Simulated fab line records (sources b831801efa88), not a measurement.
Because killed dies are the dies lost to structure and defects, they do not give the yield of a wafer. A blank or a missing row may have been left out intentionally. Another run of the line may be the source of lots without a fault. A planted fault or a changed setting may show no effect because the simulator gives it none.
The tool behind it: which one? -- flow gf180mcu -- 13 lots, 39 wafers sampled, at 3 steps of a route of 602

## WHAT THE GAUGES READ, wafer by wafer
GF_CONTACT_THK_MEAS_03.
lot,measured,on,CONTACT_CVD_02_THK (nm)
L282,day 15 01:03,film metro-03,839 848 867
L283,day 15 07:46,film metro-04,836 843 867
L284,day 15 15:06,film metro-04,860 840 865
L285,day 16 05:17,film metro-01,865 873 863
L287,day 16 19:33,film metro-03,851 846 864
L289,day 17 16:53,film metro-03,863 865 873
L290,day 18 04:25,film metro-03,860 875 868
L293,day 19 05:40,film metro-04,845 849 864
L301,day 21 21:40,film metro-03,850 862 865
L302,day 22 04:40,film metro-03,847 868 856
L303,day 22 14:35,film metro-04,855 865 863
L304,day 22 22:19,film metro-04,839 856 845
L305,day 23 06:15,film metro-01,843 869 875

GF_CONTACT_RS_MEAS_25: measures by four-point-probe.
lot,measured,on,CONTACT_W_RS (ohm/sq)
L282,day 15 23:55,film metro-01,0.375 0.381 0.379
L283,day 16 06:40,film metro-03,0.371 0.373 0.367
L284,day 16 14:02,film metro-01,0.380 0.380 0.379
L285,day 17 05:29,film metro-04,0.380 0.379 0.381
L287,day 17 20:13,film metro-03,0.385 0.389 0.390
L289,day 18 16:49,film metro-01,0.382 0.384 0.385
L290,day 19 04:43,film metro-03,0.380 0.383 0.384
L293,day 20 06:29,film metro-03,0.377 0.381 0.378
L301,day 22 22:32,film metro-04,0.387 0.387 0.383
L302,day 23 05:01,film metro-01,0.380 0.380 0.379
L303,day 23 14:49,film metro-04,0.383 0.383 0.383
L304,day 23 22:14,film metro-03,0.385 0.387 0.382
L305,day 24 06:01,film metro-01,0.386 0.387 0.386

## WHAT TOOL EACH LOT RAN ON (gives the tool, then ch and the chambers of the sampled wafers, and finally the start)
lot,GF_CONTACT_CMP_04
L282,"cmp-02 ch 2,3, day 15 01:07"
L283,"cmp-01 ch 0,1,3, day 15 07:49"
L284,"cmp-02 ch 0,2,3, day 15 15:10"
L285,"cmp-01 ch 0,1,3, day 16 05:21"
L287,"cmp-01 ch 0,1,3, day 16 19:50"
L289,"cmp-02 ch 0,1,2, day 17 16:57"
L290,"cmp-01 ch 0,2,3, day 18 04:41"
L293,"cmp-01 ch 0,1,2, day 19 05:47"
L301,"cmp-02 ch 1,3, day 21 21:43"
L302,"cmp-01 ch 0,1,2, day 22 04:46"
L303,"cmp-02 ch 0,2, day 22 14:39"
L304,"cmp-02 ch 0,2, day 22 22:22"
L305,"cmp-02 ch 0,1,3, day 23 06:25"
- GF_CONTACT_CMP_04: polishes SiO2.

## WHAT THE TOOLS THEMSELVES READ (means of the sampled wafers that have a number; where no wafer has one, the mark that the record gives instead)
GF_CONTACT_CMP_04.
lot,tool,motor current A (A),time to endpoint s (s)
L282,cmp-02,11.5,115
L283,cmp-01,13.8,107
L284,cmp-02,11.2,114
L285,cmp-01,13.7,120
L287,cmp-01,12.8,113
L289,cmp-02,11.2,116
L290,cmp-01,12.9,118
L293,cmp-01,13.0,112
L301,cmp-02,11.1,109
L302,cmp-01,13.2,113
L303,cmp-02,11.2,106
L304,cmp-02,11.3,101
L305,cmp-02,11.4,108

## THE ANSWER, worked out from the rows above alone
Rule: the lots themselves supply what counts as usual. Put in order of their means at a reading, lots are off if they are a third of the lots or fewer, leave a main group of 4 or more, and stand apart from it by a gap of 3 or more times the standard deviation of the main group's means; of several such gaps the widest counts. A main group whose means are all the same, to the digits that the tables above print for the reading, isn't used. A lot without any number at a reading at which 4 lots or more have one is off too. The other lots that the step has rows for count as sound. First the gauges in route order, then the tools' own readings, where a lot's mean is used as printed above. The first step at which some lot is off is used, and at that step the reading that is off furthest; a lot without a number counts as furthest.
None of the lots is off at any reading shown; this tells nothing.

## WHAT HAD BEEN PUT IN BY THE SIMULATOR
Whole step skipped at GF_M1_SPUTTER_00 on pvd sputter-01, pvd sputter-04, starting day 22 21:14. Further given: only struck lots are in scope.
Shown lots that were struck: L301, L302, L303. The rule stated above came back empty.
